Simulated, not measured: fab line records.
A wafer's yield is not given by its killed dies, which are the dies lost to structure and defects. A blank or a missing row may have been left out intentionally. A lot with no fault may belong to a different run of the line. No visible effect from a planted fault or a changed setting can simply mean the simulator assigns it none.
Struck lot and sound lot, side by side | flow sky130 | 14 out of 708 route steps
Sound: the wafers L513.2, L513.4, L513.6. Wafers struck: L522.2, L522.4, L522.5. Last of all comes the cause.
Order at every step that has rows: each side's tool, ch and its chambers, its first start. Under that, the readings that differ: sound wafers | struck wafers | difference of the means | sigmas: that difference in standard deviations of wafers without a fault.
alike: same words and numbers on both sides, and readings whose means sit less than 2 such deviations apart. not compared: any withheld reading, any reading some wafer has no value for, any bound like >300 that may hide the same value, and any number with overlapping values for which the record gives no deviation.
A row with sigmas, a row that says differs or no value, or rows on one side alone: a step with any of these is where the two part. When numbers do not overlap yet have no deviation, they are printed without sigmas and do not part them. A reading that every wafer of one side lacks parts them only if that side has two wafers or more.

first, 2 steps without rows for these wafers: SKY_VT_ADJUST_LVTN_PEB_16; SKY_VT_ADJUST_LVTN_DEVELOP_17 (develop time 60 s).
SKY_VT_ADJUST_LVTN_OVL_MEAS_18:
  sound on overlay-02, day 8 04:49; struck on overlay-01, day 10 17:44
  alike: VT_ADJUST_LVTN_01_OVL
after that, 1 step had no rows for these wafers: SKY_VT_ADJUST_LVTN_IMPLANT_19.
SKY_VT_ADJUST_LVTN_STRIP_20: strips in O2/N2.
  sound on plasma-asher-03 ch 0,1, day 8 05:00; struck on plasma-asher-03 ch 0,1, day 10 17:55
  alike: drypump-motor-current-A, oes-product-au, strip-time-to-endpoint-s
  not compared: rf-hours-counter-h
SKY_VT_ADJUST_LVTN_TW_MEAS_21:
  sound on film-metro-02, day 8 05:07; struck on film-metro-02, day 10 18:01
  alike: VT_ADJUST_LVTN_2_TW
then, 6 steps without rows for these wafers: SKY_VT_ADJUST_NCORE_DEHYDRATE_00 (time 60 s); SKY_VT_ADJUST_NCORE_HMDS_01 (prime time 60 s); SKY_VT_ADJUST_NCORE_COAT_02 (resist thk 1140 nm); SKY_VT_ADJUST_NCORE_SOFTBAKE_03 (time 60 s); SKY_VT_ADJUST_NCORE_EXPOSE_04 (exposes mask LVTN COMPLEMENT THIN, target cd 380 nm); SKY_VT_ADJUST_NCORE_PEB_05.
SKY_VT_ADJUST_NCORE_DEVELOP_06: develop time 60 s.
  sound on litho-track-01 ch 0, day 8 23:54; struck on litho-track-02, day 11 16:11
  no value came back on the struck wafers for chill-plate-temp-C (C), develop-time-s (s); on the sound wafers chill-plate-temp-C (C) reads 23.02 23.04 22.77
SKY_VT_ADJUST_NCORE_CD_MEAS_07 targets a cd of 380 nm.
  sound on cd-sem-02, day 9 00:02; struck on cd-sem-01, day 11 16:20
  reading    | sound             | struck | difference                    | sigmas
  cd-nm (nm) | 379.5 381.0 381.5 | - - -  | no value on the struck wafers |

== WHERE THEY PART ==
Last at SKY_VT_ADJUST_NCORE_CD_MEAS_07 as far as this record goes, first at SKY_VT_ADJUST_NCORE_DEVELOP_06.

WHY: whatever the simulator had introduced
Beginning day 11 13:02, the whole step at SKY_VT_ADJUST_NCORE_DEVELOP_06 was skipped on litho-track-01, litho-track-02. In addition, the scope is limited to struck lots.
